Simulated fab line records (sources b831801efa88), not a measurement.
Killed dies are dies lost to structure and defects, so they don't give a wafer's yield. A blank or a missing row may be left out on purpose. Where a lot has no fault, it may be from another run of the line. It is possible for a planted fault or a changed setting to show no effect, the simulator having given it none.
Which tool did it? | flow sky130 | 6 lots with 17 wafers sampled at 2 steps, on a route of 708 steps

== WHAT THE GAUGES SHOWED, per wafer ==
SKY_LI_CONTACT_THK_MEAS_01.
lot  | measured     | on            | LI_CONTACT_HDPCVD_THK (nm)
L168 | day 29 01:06 | film_metro-02 | 952 946 948
L179 | day 31 16:43 | film_metro-02 | 926 1243 934
L187 | day 35 02:50 | film_metro-04 | 929 930 937
L185 | day 35 04:27 | film_metro-04 | 930 921 936
L186 | day 35 06:43 | film_metro-03 | 941 946
L191 | day 35 15:02 | film_metro-02 | 961 961 945

== TOOL THAT RAN EACH LOT (tool first, then ch and the chambers of the sampled wafers, then the start) ==
lot  | SKY_LI_CONTACT_HDPCVD_00
L168 | hdpcvd-01 ch 0,1,2, day 29 00:59
L179 | hdpcvd-01 ch 0,1,2, day 31 16:36
L187 | hdpcvd-02 ch 0,1,2, day 35 02:44
L185 | hdpcvd-02 ch 0,1,2, day 35 04:21
L186 | hdpcvd-01 ch 0, day 35 06:37
L191 | hdpcvd-01 ch 0,1,2, day 35 14:56
- SKY_LI_CONTACT_HDPCVD_00: deposits PSG, target thk 930 nm, time 155 s.

== THE ANSWER, worked out from the rows above alone ==
Rule: usual is defined by the lots themselves. Put in order of their means at a reading, lots are off if they are a third of the lots or fewer, leave a main group of 4 or more, and stand apart from it by a gap of 3 or more times the standard deviation of the main group's means; of several such gaps the widest counts. A main group whose means are all the same, to the digits that the tables above print for the reading, isn't used. A lot without any number at a reading at which 4 lots or more have one is off too. All remaining lots with rows at the step are treated as sound.
Off: at SKY_LI_CONTACT_THK_MEAS_01 (LI_CONTACT_HDPCVD_THK), L179. The main group: mean 942 nm, standard deviation 10.
If a tool, at a process step before that reading, ran all the lots that are off and no sound lot after the first of them, it fits. Gauges at SKY_LI_CONTACT_THK_MEAS_01: tried the same way as those tools. None of those tried fits.

== WHAT THE SIMULATOR HAD INSERTED ==
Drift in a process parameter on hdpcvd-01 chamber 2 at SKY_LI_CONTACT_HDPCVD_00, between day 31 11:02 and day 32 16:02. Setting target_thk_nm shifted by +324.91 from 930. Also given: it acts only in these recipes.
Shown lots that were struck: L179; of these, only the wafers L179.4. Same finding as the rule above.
